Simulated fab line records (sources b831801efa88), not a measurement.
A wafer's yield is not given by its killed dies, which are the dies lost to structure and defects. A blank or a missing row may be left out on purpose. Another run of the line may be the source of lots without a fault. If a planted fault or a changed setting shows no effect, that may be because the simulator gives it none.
A lot that was struck, set against a sound lot	flow sfq-line	13 steps out of a route of 325
Sound: the wafers L818.2, L818.5, L818.6. Struck: wafer L837.5 (left out: L837.1, L837.2 of the same lot, which were not struck); the cause appears at the end.
Per side, at each step with rows, come the tool, then ch with its chambers, and then its first start. Under that, the readings that differ: sound wafers	struck wafers	difference of the means	sigmas: that difference in standard deviations of wafers without a fault.
alike: words and numbers the same on both sides, and readings whose means are apart by under 2 such deviations; not compared: readings that were withheld, readings missing a value for some wafer, numbers with overlapping values and no deviation given by the record, and bounds like >300 which may hide the same value.
A row with sigmas, a row that says differs or no value, or rows on one side alone: a step with any of these is where the two part. When numbers do not overlap yet have no deviation, they are printed without sigmas and do not part them. A reading missing from all wafers of one side parts the sides only when that side holds two or more wafers.

first, 1 step without rows for these wafers: SFQ_TRILAYER_M4_DEP_PRE_CLEAN_092 (time 22.5 s).
SFQ_TRILAYER_M4_DEP_SPUTTER_091: material Nb, target thk 200 nm, time 133.3 s.
  struck on pvd-sputter-04, day 54 16:37; sound on pvd-sputter-04, day 41 22:21
  alike: throttle-valve-pct
SFQ_M4_RS_MEAS_924: measurement is done with a four-point probe.
  struck on film-metro-03, day 54 16:43; sound on film-metro-03, day 41 22:28
  alike: M4_NB_RS
then, 6 steps without rows for these wafers: SFQ_TRILAYER_M4_LITHO_COAT_098 (resist thk 62 nm); SFQ_TRILAYER_M4_LITHO_COAT_093 (resist thk 600 nm); SFQ_TRILAYER_M4_LITHO_SOFTBAKE_097; SFQ_TRILAYER_M4_LITHO_EXPOSE_094 (exposes mask M4, target cd 500 nm); SFQ_TRILAYER_M4_LITHO_PEB_096 (peb time 60 s); SFQ_TRILAYER_M4_LITHO_DEVELOP_095 (time 60 s).
-- the record jumps here: 4 days lie between the struck wafers' starts before and after --
SFQ_M4_OVL_MEAS_926:
  struck on overlay-02, day 59 03:31; sound on overlay-01, day 47 21:01
  alike: M4_OVL
SFQ_TRILAYER_M4_BARC_OPEN_METAL_ETCH_123: etches BARC in O2, target depth 125 nm, time 41.7 s.
  sound on rie-metal-02 ch 0,1, day 47 21:02; struck on rie-metal-02 ch 0, day 59 03:32
  alike: drypump-motor-current-A, oes-product-au
  not compared: rf-hours-counter-h
SFQ_TRILAYER_M4_ETCH_METAL_ETCH_096: etches Nb in Cl2/Ar, stops on SiO2, target depth 240 nm, time 120 s.
  sound on rie-metal-02 ch 0,1, day 47 21:06; struck on rie-metal-02 ch 0, day 59 03:36
reading	sound	struck	difference	sigmas
oes-product-au (a.u.)	0.891 0.890 0.885	0.904	+0.015	+2
model.KrF_of_TRILAYER_M4_LITHO_COAT_093.thk-nm (nm)	382.3 379.4 380.6	401.4	+20.6	
  alike: drypump-motor-current-A
  not compared: rf-hours-counter-h
SFQ_TRILAYER_M4_STRIP_STRIP_097: strips in O2.
  sound on rie-metal-02 ch 0,1, day 47 21:13; struck on rie-metal-02 ch 0, day 59 03:44
  alike: drypump-motor-current-A, oes-product-au
  not compared: rf-hours-counter-h

## WHERE THEY PART
Only at SFQ_TRILAYER_M4_ETCH_METAL_ETCH_096, as far as this record shows. Later steps at which nothing parts them and some readings are alike: SFQ_TRILAYER_M4_STRIP_STRIP_097.

WHY: the cause the simulator had injected
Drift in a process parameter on rie-metal-02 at SFQ_TRILAYER_M4_ETCH_METAL_ETCH_096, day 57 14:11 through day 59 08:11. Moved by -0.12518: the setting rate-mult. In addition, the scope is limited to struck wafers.
